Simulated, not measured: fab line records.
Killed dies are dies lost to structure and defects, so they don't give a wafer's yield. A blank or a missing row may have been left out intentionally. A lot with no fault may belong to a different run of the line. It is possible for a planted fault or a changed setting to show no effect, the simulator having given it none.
What tool caused it?    flow gf180mcu    21 wafers from 7 lots sampled at 2 of the route's 602 steps

== WHAT THE GAUGES SHOWED, per wafer ==
GF_V2_THK_MEAS_25: measures by xrf.
lot   measured      on             V2_W_THK (nm)
L868  day 21 16:29  film metro-04  337 334 335
L870  day 22 09:45  film metro-01  341 341 343
L875  day 24 10:02  film metro-03  336 340 335
L877  day 24 20:53  film metro-03  338 341 337
L882  day 26 06:38  film metro-01  341 343 336
L885  day 27 07:21  film metro-01  337 336 345
L887  day 27 16:17  film metro-01  345 340 339

== EACH LOT AND THE TOOL THAT RAN IT (in order: tool; ch and the chambers of the sampled wafers; start) ==
lot   GF_MVPSD_EXPOSE_04
L868  iline stepper-01 ch 0, day 5 14:07
L870  iline stepper-01 ch 0, day 6 00:24
L875  iline stepper-02, day 7 09:03
L877  iline stepper-02, day 7 18:07
L882  iline stepper-02 ch 0, day 8 23:16
L885  iline stepper-02 ch 0, day 9 18:40
L887  iline stepper-02 ch 0, day 10 01:39
- GF_MVPSD_EXPOSE_04: exposes mask MVPSD, target cd 1000 nm.

== THE ANSWER, worked out from the rows above alone ==
Rule: the lots themselves supply what counts as usual. Put in order of their means at a reading, lots are off if they are a third of the lots or fewer, leave a main group of 4 or more, and stand apart from it by a gap of 3 or more times the standard deviation of the main group's means; of several such gaps the widest counts. Not used: any main group whose means are identical at the precision the tables above print for the reading. Also off: a lot with no number at a reading for which 4 or more lots have one. Any other lot the step has rows for is counted as sound.
No lot is off at any reading shown: from this, nothing can be told.

== WHAT THE SIMULATOR PUT IN ==
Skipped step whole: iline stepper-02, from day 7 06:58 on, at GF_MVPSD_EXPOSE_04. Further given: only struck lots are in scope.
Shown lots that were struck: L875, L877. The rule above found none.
